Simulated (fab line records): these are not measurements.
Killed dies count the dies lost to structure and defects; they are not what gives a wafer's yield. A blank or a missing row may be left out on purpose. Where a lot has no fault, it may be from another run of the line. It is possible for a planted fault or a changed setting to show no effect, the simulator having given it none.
The tool behind it: which one? | flow sky130 | 21 wafers sampled from 7 lots at 1 step of a route of 708

WHAT THE GAUGES SHOWED, per wafer
SKY_SD_N_CD_MEAS_07 targets a cd of 380 nm.
lot  | measured     | on        | cd nm (nm)
L604 | day 28 07:27 | cd sem-01 | 380.7 378.8 378.6
L607 | day 29 11:13 | cd sem-01 | 382.0 382.1 380.9
L615 | day 32 09:28 | cd sem-02 | 384.3 384.4 382.5
L617 | day 32 19:40 | cd sem-01 | 379.0 376.3 377.7
L619 | day 33 17:11 | cd sem-01 | 382.0 381.5 379.6
L624 | day 35 02:21 | cd sem-02 | 383.6 385.0 384.9
L625 | day 35 10:26 | cd sem-02 | 385.6 382.2 384.6

EACH LOT AND THE TOOL THAT RAN IT (in order: tool; ch and the chambers of the sampled wafers; start)
The record holds no process step before these readings.

THE ANSWER, worked out from the rows above alone
Rule: usual is defined by the lots themselves. Put in order of their means at a reading, lots are off if they are a third of the lots or fewer, leave a main group of 4 or more, and stand apart from it by a gap of 3 or more times the standard deviation of the main group's means; of several such gaps the widest counts. If all means in a main group match to the digits the tables above print for the reading, that group is not used. Also off: a lot with no number at a reading for which 4 or more lots have one. All remaining lots with rows at the step are treated as sound.
Nothing can be told from this: no lot is off at any reading shown.

WHAT THE SIMULATOR HAD INSERTED
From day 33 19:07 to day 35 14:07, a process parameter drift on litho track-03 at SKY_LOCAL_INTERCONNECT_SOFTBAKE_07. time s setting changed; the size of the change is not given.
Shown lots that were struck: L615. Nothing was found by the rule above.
